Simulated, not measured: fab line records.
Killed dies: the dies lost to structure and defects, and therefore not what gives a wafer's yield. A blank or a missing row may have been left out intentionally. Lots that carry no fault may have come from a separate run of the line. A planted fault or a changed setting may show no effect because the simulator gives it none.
Matching of chambers | flow sky130 | SKY_SONOS_ONO_ETCH_15 on rie_diel-02 has 4 sister chambers
The step etches the open film in CHF3/O2, target depth 19.52 nm, time 7.8 s. 4 wafers are shown with their chamber, then 7 later ones without.

## EACH WAFER AND ITS CHAMBER
wafer  | chamber | drypump_motor_current_A (A)
L682.3 | 3       | 5.5
L682.6 | 2       | 5.6
L687.4 | 0       | 6.4
L687.5 | 1       | 5.9

## WAFERS WITH NO CHAMBER GIVEN
wafer  | drypump_motor_current_A (A)
L687.6 | 6.3
L688.4 | 5.6
L688.5 | 5.9
L688.6 | 6.3
L697.1 | 5.9
L697.4 | 5.6
L697.5 | 5.9

## CHAMBER TAKEN BY EACH
wafer  | from the rows above     | in truth
L687.6 | 0                       | 0
L688.4 | can't be placed: 2 or 3 | 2
L688.5 | 1                       | 1
L688.6 | 0                       | 0
L697.1 | 1                       | 1
L697.4 | can't be placed: 2 or 3 | 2
L697.5 | 1                       | 1
5 of 7 placed correctly. Can't be placed from these rows: 2 (the true chamber is among the candidates in 2). Wrongly placed: 0.
How it was worked out, from the rows above alone: a wafer's distance from a chamber is the root of the sum, over the readings, of the square of ((its reading less the chamber's mean) divided by the reading's scatter). If the next closest chamber is less than 2 further off than the closest, the wafer can't be placed; otherwise it belongs to the closest. A chamber's mean is the mean of its shown wafers. The scatter: with one shown wafer a chamber, the root of the mean of the squares of how far each hidden wafer lies from its nearest shown one.
